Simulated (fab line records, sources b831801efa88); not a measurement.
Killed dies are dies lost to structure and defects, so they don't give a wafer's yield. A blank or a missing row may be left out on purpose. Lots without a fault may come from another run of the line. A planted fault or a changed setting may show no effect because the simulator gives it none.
A struck lot beside a sound one | flow sky130 | 22 steps out of a route of 708
Sound: wafers L701.4, L701.5, L701.6. Struck: wafers L712.2, L712.5. (L712.3 of the same lot was not struck and is left out.) The cause comes at the end.
At each step with rows: each side's tool, then ch and its chambers, then its first start. Under that, the readings that differ: sound wafers | struck wafers | difference of the means | sigmas: that difference in standard deviations of wafers without a fault.
alike: readings whose means differ by less than 2 such deviations, and words and numbers that are the same on both sides. not compared: withheld readings, readings that some wafer has no value for, bounds like >300 that may hide the same value, and numbers for which the record gives no deviation and whose values overlap.
The two part at a step that has a row with sigmas, a row that says differs or no value, or rows on one side only. Numbers that don't overlap but have no deviation are shown without sigmas and don't part them. A reading that every wafer of one side lacks parts them only if that side has two wafers or more.

first, 5 steps without rows for these wafers: SKY_LDD_P_COAT_02 (resist thk 1140 nm); SKY_LDD_P_SOFTBAKE_03 (time 60 s); SKY_LDD_P_EXPOSE_04 (exposes mask PSDM, target cd 380 nm); SKY_LDD_P_PEB_05; SKY_LDD_P_DEVELOP_06 (develop time 60 s).
SKY_LDD_P_CD_MEAS_07: target cd 380 nm.
  sound on cd_sem-02, day 18 22:49; struck on cd_sem-02, day 23 10:27
  alike: cd_nm
SKY_LDD_P_OVL_MEAS_08:
  sound on overlay-02, day 18 22:54; struck on overlay-02, day 23 10:33
  alike: LDD_P_OVL
then, 1 step without rows for these wafers: SKY_LDD_P_IMPLANT_09.
SKY_LDD_P_STRIP_10: strips in O2/N2.
  sound on plasma_asher-01 ch 0,1, day 18 23:06; struck on plasma_asher-03 ch 1, day 23 10:44
  reading                     | sound          | struck    | difference | sigmas
  drypump_motor_current_A (A) | 6.24 6.16 6.22 | 5.52 5.49 | -0.70      | -3
  alike: oes_product_au, strip_time_to_endpoint_s
  not compared: rf_hours_counter_h
SKY_LDD_P_TW_MEAS_11:
  sound on film_metro-02, day 18 23:11; struck on film_metro-02, day 23 10:50
  alike: LDD_P_TW
then, 2 steps without rows for these wafers: SKY_LDD_HVN_DEHYDRATE_00 (time 60 s); SKY_LDD_HVN_HMDS_01 (prime time 60 s).
SKY_LDD_HVN_COAT_02: resist thk 300 nm.
  sound on litho_track-04 ch 0, day 19 14:33; struck on litho_track-03 ch 0, day 24 01:46
  reading                                      | sound           | struck      | difference | sigmas
  model.NOVOLAK_of_LDD_HVN_COAT_02.thk_nm (nm) | 300.6 300.4 301 | 316.1 315.8 | +15.3      |
  alike: exhaust_pa
then, 3 steps without rows for these wafers: SKY_LDD_HVN_SOFTBAKE_03 (time 60 s); SKY_LDD_HVN_EXPOSE_04 (exposes mask HVNTM, target cd 700 nm); SKY_LDD_HVN_PEB_05.
SKY_LDD_HVN_DEVELOP_06: develop time 60 s.
  sound on litho_track-01 ch 0, day 20 06:06; struck on litho_track-03 ch 0, day 24 16:07
  reading                                      | sound           | struck      | difference | sigmas
  exhaust_pa (Pa)                              | 42.6 43.3 42.8  | 46.0 45.8   | +3.0       | +3
  model.NOVOLAK_of_LDD_HVN_COAT_02.thk_nm (nm) | 300.2 300 300.5 | 315.7 315.4 | +15.3      |
SKY_LDD_HVN_OVL_MEAS_07:
  sound on overlay-01, day 20 06:11; struck on overlay-02, day 24 16:14
  alike: LDD_HVN_OVL
then, 1 step without rows for these wafers: SKY_LDD_HVN_IMPLANT_08.
SKY_LDD_HVN_STRIP_09: strips in O2/N2.
  sound on plasma_asher-03 ch 0,1, day 20 06:23; struck on plasma_asher-02 ch 1, day 24 16:25
  reading                      | sound             | struck      | difference | sigmas
  oes_product_au (a.u.)        | 0.408 0.406 0.411 | 0.422 0.419 | +0.012     | +2
  strip_time_to_endpoint_s (s) | 4.134 4.129 4.150 | 4.347 4.339 | +0.205     | +15
  alike: drypump_motor_current_A
  not compared: rf_hours_counter_h
SKY_LDD_HVN_TW_MEAS_10:
  sound on film_metro-04, day 20 06:29; struck on film_metro-04, day 24 16:32
  alike: LDD_HVN_TW
SKY_PAD_OPEN_PROBE_99:
  the record has rows for the sound wafers here (prober-02, day 45 20:17) and none for the struck ones

WHERE THEY PART
First at SKY_LDD_P_STRIP_10; last, within this record, at SKY_PAD_OPEN_PROBE_99.

WHY: what the simulator had put in
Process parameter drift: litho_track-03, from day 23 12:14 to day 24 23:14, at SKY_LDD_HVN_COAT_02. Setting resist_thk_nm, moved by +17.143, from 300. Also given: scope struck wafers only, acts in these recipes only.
